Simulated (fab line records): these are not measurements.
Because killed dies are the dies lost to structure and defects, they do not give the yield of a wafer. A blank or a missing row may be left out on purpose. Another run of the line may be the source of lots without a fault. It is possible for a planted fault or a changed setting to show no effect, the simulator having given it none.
Which of the tools did it? || flow gf180mcu || Sampling: 12 lots, 36 wafers, 3 of 602 route steps

WHAT EACH GAUGE READ, for each wafer
GF_CONTACT_OVL_MEAS_15.
{"lot": "L503", "measured": "day 16 00:52", "on": "overlay-02", "CONTACT_OVL (nm)": "0 7 10"}
{"lot": "L505", "measured": "day 16 11:52", "on": "overlay-02", "CONTACT_OVL (nm)": "-7 -7 -2"}
{"lot": "L507", "measured": "day 17 09:51", "on": "overlay-01", "CONTACT_OVL (nm)": "-5 -6 4"}
{"lot": "L509", "measured": "day 18 10:28", "on": "overlay-02", "CONTACT_OVL (nm)": "-7 -4 -6"}
{"lot": "L517", "measured": "day 21 08:34", "on": "overlay-01", "CONTACT_OVL (nm)": "-6 -9 -9"}
{"lot": "L518", "measured": "day 21 12:10", "on": "overlay-01", "CONTACT_OVL (nm)": "-6 -13 -6"}
{"lot": "L520", "measured": "day 22 03:52", "on": "overlay-01", "CONTACT_OVL (nm)": "-11 5 -7"}
{"lot": "L521", "measured": "day 22 10:42", "on": "overlay-01", "CONTACT_OVL (nm)": "-3 2 -10"}
{"lot": "L522", "measured": "day 22 17:13", "on": "overlay-02", "CONTACT_OVL (nm)": "-4 -15 -2"}
{"lot": "L523", "measured": "day 22 21:52", "on": "overlay-01", "CONTACT_OVL (nm)": "-10 -6 -14"}
{"lot": "L525", "measured": "day 23 15:57", "on": "overlay-02", "CONTACT_OVL (nm)": "-3 -7 1"}
{"lot": "L526", "measured": "day 23 20:19", "on": "overlay-01", "CONTACT_OVL (nm)": "9 -1 5"}

GF_V1_THK_MEAS_01.
{"lot": "L503", "measured": "day 17 00:30", "on": "film-metro-01", "V1_CVD_00_THK (nm)": "593 600 596"}
{"lot": "L505", "measured": "day 17 12:41", "on": "film-metro-03", "V1_CVD_00_THK (nm)": "597 602 601"}
{"lot": "L507", "measured": "day 18 11:17", "on": "film-metro-01", "V1_CVD_00_THK (nm)": "597 596 606"}
{"lot": "L509", "measured": "day 19 13:27", "on": "film-metro-03", "V1_CVD_00_THK (nm)": "588 594 598"}
{"lot": "L517", "measured": "day 22 10:31", "on": "film-metro-03", "V1_CVD_00_THK (nm)": "588 598 600"}
{"lot": "L518", "measured": "day 22 14:32", "on": "film-metro-03", "V1_CVD_00_THK (nm)": "604 611 602"}
{"lot": "L520", "measured": "day 23 04:44", "on": "film-metro-03", "V1_CVD_00_THK (nm)": "596 595 600"}
{"lot": "L521", "measured": "day 23 11:26", "on": "film-metro-01", "V1_CVD_00_THK (nm)": "620 607 615"}
{"lot": "L522", "measured": "day 23 18:49", "on": "film-metro-03", "V1_CVD_00_THK (nm)": "605 600 606"}
{"lot": "L523", "measured": "day 23 22:58", "on": "film-metro-03", "V1_CVD_00_THK (nm)": "602 612 596"}
{"lot": "L525", "measured": "day 24 16:58", "on": "film-metro-02", "V1_CVD_00_THK (nm)": "614 602 613"}
{"lot": "L526", "measured": "day 24 20:59", "on": "film-metro-01", "V1_CVD_00_THK (nm)": "604 603 612"}

WHAT TOOL EACH LOT RAN ON (gives the tool, then ch and the chambers of the sampled wafers, and finally the start)
{"lot": "L503", "GF_SALICIDE_RTA_08": "rtp-anneal-02 ch 0, day 15 02:38"}
{"lot": "L505", "GF_SALICIDE_RTA_08": "rtp-anneal-01 ch 0, day 15 13:43"}
{"lot": "L507", "GF_SALICIDE_RTA_08": "rtp-anneal-01 ch 0, day 16 11:00"}
{"lot": "L509", "GF_SALICIDE_RTA_08": "rtp-anneal-01 ch 0, day 17 10:23"}
{"lot": "L517", "GF_SALICIDE_RTA_08": "rtp-anneal-01 ch 0, day 20 06:29"}
{"lot": "L518", "GF_SALICIDE_RTA_08": "rtp-anneal-01 ch 0, day 20 10:31"}
{"lot": "L520", "GF_SALICIDE_RTA_08": "rtp-anneal-02 ch 0, day 21 02:49"}
{"lot": "L521", "GF_SALICIDE_RTA_08": "rtp-anneal-01 ch 0, day 21 09:38"}
{"lot": "L522", "GF_SALICIDE_RTA_08": "rtp-anneal-02 ch 0, day 21 17:24"}
{"lot": "L523", "GF_SALICIDE_RTA_08": "rtp-anneal-02 ch 0, day 21 21:32"}
{"lot": "L525", "GF_SALICIDE_RTA_08": "rtp-anneal-02 ch 0, day 22 16:07"}
{"lot": "L526", "GF_SALICIDE_RTA_08": "rtp-anneal-02 ch 0, day 22 20:55"}
- GF_SALICIDE_RTA_08: time 30 s.

AS READ BY THE TOOLS THEMSELVES (means over the sampled wafers that have a number; for cases with no such wafer, the mark the record gives instead)
GF_SALICIDE_RTA_08.
{"lot": "L503", "tool": "rtp-anneal-02", "lamp-power-pct (%)": 19.4, "wafer_temp_C_max": 805.4}
{"lot": "L505", "tool": "rtp-anneal-01", "lamp-power-pct (%)": 18.3, "wafer_temp_C_max": 803.5}
{"lot": "L507", "tool": "rtp-anneal-01", "lamp-power-pct (%)": 18.3, "wafer_temp_C_max": 803.7}
{"lot": "L509", "tool": "rtp-anneal-01", "lamp-power-pct (%)": 18.3, "wafer_temp_C_max": 802.9}
{"lot": "L517", "tool": "rtp-anneal-01", "lamp-power-pct (%)": 18.3, "wafer_temp_C_max": 802.4}
{"lot": "L518", "tool": "rtp-anneal-01", "lamp-power-pct (%)": 18.3, "wafer_temp_C_max": 803.5}
{"lot": "L520", "tool": "rtp-anneal-02", "lamp-power-pct (%)": 19.4, "wafer_temp_C_max": 804.2}
{"lot": "L521", "tool": "rtp-anneal-01", "lamp-power-pct (%)": 18.3, "wafer_temp_C_max": 803.0}
{"lot": "L522", "tool": "rtp-anneal-02", "lamp-power-pct (%)": 19.4, "wafer_temp_C_max": 804.2}
{"lot": "L523", "tool": "rtp-anneal-02", "lamp-power-pct (%)": 19.4, "wafer_temp_C_max": 804.1}
{"lot": "L525", "tool": "rtp-anneal-02", "lamp-power-pct (%)": 19.4, "wafer_temp_C_max": 805.8}
{"lot": "L526", "tool": "rtp-anneal-02", "lamp-power-pct (%)": 19.4, "wafer_temp_C_max": 804.4}

THE ANSWER, worked out from the rows above alone
Rule: the usual values come from the lots themselves. The widest of any qualifying gaps counts: lots, ordered by their means at a reading, are off when they make up no more than a third of the lots, leave a main group of 4 or more, and stand apart from it by 3 or more times the standard deviation of that group's means. The tables above print the reading to a certain number of digits; a main group whose means all agree to those digits is not used. Also off: a lot with no number at a reading for which 4 or more lots have one. All remaining lots with rows at the step are treated as sound. Order of review: gauges by route order, followed by the tools' own readings, for which a lot's mean as printed above is used. At the first step where some lot is off, the reading lying furthest off is the one used; lots without a number count as furthest.
Across all readings shown, no lot is off: no conclusion can be drawn from this.

WHAT THE SIMULATOR HAD INSERTED
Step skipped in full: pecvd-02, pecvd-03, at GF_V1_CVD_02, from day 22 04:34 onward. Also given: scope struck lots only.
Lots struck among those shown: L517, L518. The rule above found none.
